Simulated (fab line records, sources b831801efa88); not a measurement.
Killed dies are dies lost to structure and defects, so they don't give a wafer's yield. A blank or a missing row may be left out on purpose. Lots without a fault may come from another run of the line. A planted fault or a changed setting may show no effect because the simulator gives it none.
Which tool did it? | flow gf180mcu | 13 lots, 39 wafers sampled, at 5 steps of a route of 602

WHAT THE GAUGES READ, wafer by wafer
GF_HV_LDD_TW_MEAS_50. Usual: HV_LDD_4_TW 563, standard deviation 6.5.
lot  | measured     | on            | HV_LDD_4_TW | flag
L962 | day 13 20:35 | film_metro-04 | 567 569 568 |
L963 | day 14 09:44 | film_metro-02 | 557 560 561 |
L964 | day 14 15:40 | film_metro-04 | 568 563 565 |
L965 | day 14 22:58 | film_metro-03 | 571 573 570 |
L967 | day 15 16:01 | film_metro-02 | 556 557 556 |
L970 | day 16 16:32 | film_metro-02 | 522 524 524 | OFF
L972 | day 17 09:53 | film_metro-03 | 535 536 533 | OFF
L978 | day 19 04:32 | film_metro-04 | 568 568 565 |
L980 | day 19 19:39 | film_metro-02 | 557 559 558 |
L982 | day 20 09:16 | film_metro-02 | 555 555 554 |
L983 | day 20 18:10 | film_metro-02 | 552 555 557 |
L984 | day 21 03:43 | film_metro-03 | 571 572 572 |
L985 | day 21 09:29 | film_metro-02 | 556 557 555 |

GF_CONTACT_THK_MEAS_01. Usual: CONTACT_CVD_00_THK 301 nm, standard deviation 3.5.
lot  | measured     | on            | CONTACT_CVD_00_THK (nm) | flag
L962 | day 16 23:00 | film_metro-02 | 303 299 297             |
L963 | day 17 11:16 | film_metro-03 | 301 298 291             |
L964 | day 17 18:09 | film_metro-02 | 301 297 302             |
L965 | day 18 03:44 | film_metro-04 | 302 300 299             |
L967 | day 18 19:38 | film_metro-04 | 305 304 303             |
L970 | day 19 23:02 | film_metro-03 | 304 304 301             |
L972 | day 20 16:37 | film_metro-03 | 295 297 304             |
L978 | day 22 12:30 | film_metro-02 | 295 294 295             |
L980 | day 23 02:50 | film_metro-02 | 298 299 298             |
L982 | day 23 16:50 | film_metro-04 | 302 302 303             |
L983 | day 24 01:44 | film_metro-04 | 307 304 304             |
L984 | day 24 09:58 | film_metro-02 | 303 296 302             |
L985 | day 24 15:13 | film_metro-04 | 300 303 306             |

GF_CONTACT_BOW_MEAS_05. Usual: CONTACT_BOW 67 um, standard deviation 7.1.
lot  | measured     | on            | CONTACT_BOW (um) | flag
L962 | day 16 23:30 | film_metro-03 | 74 70 77         |
L963 | day 17 11:47 | film_metro-04 | 69 68 60         |
L964 | day 17 18:38 | film_metro-04 | 67 67 71         |
L965 | day 18 04:16 | film_metro-04 | 73 57 65         |
L967 | day 18 20:10 | film_metro-02 | 71 60 64         |
L970 | day 19 23:32 | film_metro-04 | 71 76 58         |
L972 | day 20 17:07 | film_metro-04 | 71 61 74         |
L978 | day 22 13:01 | film_metro-02 | 79 80 82         |
L980 | day 23 03:22 | film_metro-04 | 75 62 77         |
L982 | day 23 17:20 | film_metro-04 | 57 68 68         |
L983 | day 24 02:13 | film_metro-04 | 58 68 51         |
L984 | day 24 10:27 | film_metro-02 | 62 62 66         |
L985 | day 24 15:43 | film_metro-04 | 67 71 65         |

WHICH TOOL RAN EACH LOT (tool, then ch and the chambers of the sampled wafers, then the start)
lot  | GF_VT_IMPLANT_STRIP_42               | GF_HV_LDD_IMPLANT_48
L962 | plasma_asher-01 ch 0,1, day 8 07:27  | implanter-02 ch 0, day 13 20:21
L963 | plasma_asher-01 ch 0,1, day 8 17:20  | implanter-03 ch 0, day 14 09:31
L964 | plasma_asher-01 ch 0,1, day 8 22:36  | implanter-02 ch 0, day 14 15:25
L965 | plasma_asher-01 ch 0,1, day 9 06:46  | implanter-02 ch 0, day 14 22:43
L967 | plasma_asher-04 ch 0,1, day 9 18:57  | implanter-01 ch 0, day 15 15:46
L970 | plasma_asher-04 ch 0,1, day 10 17:57 | implanter-03 ch 0, day 16 16:18
L972 | plasma_asher-01 ch 0,1, day 11 09:41 | implanter-03 ch 0, day 17 09:38
L978 | plasma_asher-04 ch 0,1, day 12 22:43 | implanter-01 ch 0, day 19 04:19
L980 | plasma_asher-04 ch 0,1, day 13 13:43 | implanter-01 ch 0, day 19 19:27
L982 | plasma_asher-03 ch 0,1, day 14 01:25 | implanter-02 ch 0, day 20 09:01
L983 | plasma_asher-04 ch 0,1, day 14 09:05 | implanter-02 ch 0, day 20 17:55
L984 | plasma_asher-01 ch 0,1, day 14 15:50 | implanter-02 ch 0, day 21 03:28
L985 | plasma_asher-04 ch 0,1, day 14 21:47 | implanter-01 ch 0, day 21 09:16
- GF_VT_IMPLANT_STRIP_42: strips in O2/N2.
- GF_HV_LDD_IMPLANT_48

WHAT THE TOOLS THEMSELVES READ (means of the sampled wafers that have a number; where no wafer has one, the mark that the record gives instead)
GF_VT_IMPLANT_STRIP_42. Usual: drypump_motor_current_A 5.7 A, standard deviation 0.46; heater_power_w 318 W, standard deviation 33; o2_flow_sccm 3000 sccm, standard deviation 8.8; oes_product_au 0.716 a.u., standard deviation 0.0043; strip_time_to_endpoint_s 12.62 s, standard deviation 0.035.
lot  | tool            | drypump_motor_current_A (A) | heater_power_w (W) | o2_flow_sccm (sccm) | oes_product_au (a.u.) | strip_time_to_endpoint_s (s) | flag
L962 | plasma_asher-01 | 5.5                         | 300                | 2991                | 0.719                 | 12.70                        |
L963 | plasma_asher-01 | 5.2                         | 311                | 2998                | 0.714                 | 12.61                        |
L964 | plasma_asher-01 | 5.2                         | 312                | 2997                | 0.718                 | 12.61                        |
L965 | plasma_asher-01 | 5.4                         | 298                | 2998                | 0.716                 | 12.64                        |
L967 | plasma_asher-04 | 5.7                         | 336                | 2990                | 0.718                 | 12.58                        |
L970 | plasma_asher-04 | 5.7                         | 357                | 2990                | 0.718                 | 12.59                        |
L972 | plasma_asher-01 | 5.2                         | 313                | 2999                | 0.715                 | 12.63                        |
L978 | plasma_asher-04 | 5.7                         | 357                | 2996                | 0.719                 | 12.66                        |
L980 | plasma_asher-04 | 5.7                         | 335                | 3006                | 0.711                 | 12.65                        |
L982 | plasma_asher-03 | 6.3                         | 298                | 3014                | 0.710                 | 12.66                        |
L983 | plasma_asher-04 | 5.7                         | 353                | 2995                | 0.718                 | 12.67                        |
L984 | plasma_asher-01 | 5.4                         | 295                | 3005                | 0.719                 | 12.57                        |
L985 | plasma_asher-04 | 5.7                         | 335                | 2997                | 0.717                 | 12.56                        |

GF_HV_LDD_IMPLANT_48. Usual: beam_energy_keV 24.998, standard deviation 0.007; beam_on_s 10.00 s, standard deviation 0.2; faraday_current_uA 169, standard deviation 3.3.
lot  | tool         | beam_energy_keV | beam_on_s (s) | faraday_current_uA | flag
L962 | implanter-02 | 25.000          | 9.83          | 172                |
L963 | implanter-03 | 25.000          | 10.08         | 168                |
L964 | implanter-02 | 25.001          | 10.16         | 166                |
L965 | implanter-02 | 24.997          | 9.91          | 170                |
L967 | implanter-01 | 24.997          | 9.88          | 171                |
L970 | implanter-03 | 25.004          | 8.18          | 207                | OFF
L972 | implanter-03 | 25.000          | 8.18          | 208                | OFF
L978 | implanter-01 | 24.999          | 9.93          | 170                |
L980 | implanter-01 | 24.995          | 10.05         | 168                |
L982 | implanter-02 | 25.009          | 10.08         | 168                |
L983 | implanter-02 | 24.990          | 9.93          | 170                |
L984 | implanter-02 | 25.004          | 9.80          | 172                |
L985 | implanter-01 | 24.990          | 10.05         | 168                |

THE ANSWER, worked out from the rows above alone
Rule: a lot is off if the mean of its wafers that have a number lies more than 3 standard deviations from the usual mean. A lot without any number at a reading at which 4 lots or more have one is off too. The other lots that the step has rows for count as sound. The gauges are gone through in route order, then the tools' own readings, and for those a lot's mean is taken as printed above. The first step at which some lot is off is used, and at that step the reading that is off furthest; a lot without a number counts as furthest.
Off: L970, L972, at GF_HV_LDD_TW_MEAS_50 (HV_LDD_4_TW).
A tool fits if, at a process step before that reading, it ran every lot that is off, and no sound lot after the first of them. The gauges at GF_HV_LDD_TW_MEAS_50 aren't tried: what is off there is off at GF_HV_LDD_IMPLANT_48 too, on other tools, and a gauge's error can't cause that. One fits: implanter-03 at GF_HV_LDD_IMPLANT_48. Its last sound lot is L963 (day 14 09:31), its first lot that is off L970 (day 16 16:18): a fault that began between those two fits.
The tool's own readings at GF_HV_LDD_IMPLANT_48 bear it out: on the lots that are off they differ by more than 5 times the standard deviation of the sound lots' means. beam_on_s reads 8.18 s there against 9.97 s on the sound lots; faraday_current_uA reads 208 there against 169 on the sound lots.

WHAT THE SIMULATOR HAD PUT IN
Process parameter drift: implanter-03, from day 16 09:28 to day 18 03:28, at GF_HV_LDD_IMPLANT_48. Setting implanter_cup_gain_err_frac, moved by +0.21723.
Lots struck among those shown: L970, L972. The rule above found the same.
